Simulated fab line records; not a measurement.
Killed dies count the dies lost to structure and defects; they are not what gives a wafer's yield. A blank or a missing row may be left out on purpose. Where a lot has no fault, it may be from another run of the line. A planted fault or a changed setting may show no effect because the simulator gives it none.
Matching of chambers ; flow sky130 ; hdpcvd-01 running SKY_LI_CONTACT_HDPCVD_00: 3 sister chambers
The step deposits PSG, target thk 930 nm, time 155 s. 3 wafers are shown with their chamber, then 7 later ones without.

WAFERS, EACH WITH ITS CHAMBER
wafer;chamber;run-length-s (s)
L108.1;1;183.0
L108.3;2;182.1
L108.5;0;183.9

WAFERS MISSING THEIR CHAMBER
wafer;run-length-s (s)
L110.3;182.8
L110.4;184.1
L110.6;183.4
L116.1;182.8
L116.6;182.9
L118.4;182.6
L118.5;182.4

WHICH CHAMBER EACH ONE RAN IN
wafer;from the rows above;in truth
L110.3;can't be placed: 1 or 2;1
L110.4;0;0
L110.6;can't be placed: 1 or 0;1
L116.1;can't be placed: 1 or 2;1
L116.6;1;1
L118.4;can't be placed: 1 or 2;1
L118.5;can't be placed: 2 or 1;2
Correct placement for 2 of the 7. Unplaceable from these rows: 5, with the true chamber sitting among the candidates in 5. Number placed wrongly: 0.
How it was worked out, from the rows above alone: a wafer's distance from a chamber is the root of the sum, over the readings, of the square of ((its reading less the chamber's mean) divided by the reading's scatter). If the next closest chamber is less than 2 further off than the closest, the wafer can't be placed; otherwise it belongs to the closest. The mean given for a chamber averages the wafers shown for that chamber. The scatter: root of mean squared gap, hidden wafer to nearest shown wafer, with one shown wafer a chamber.
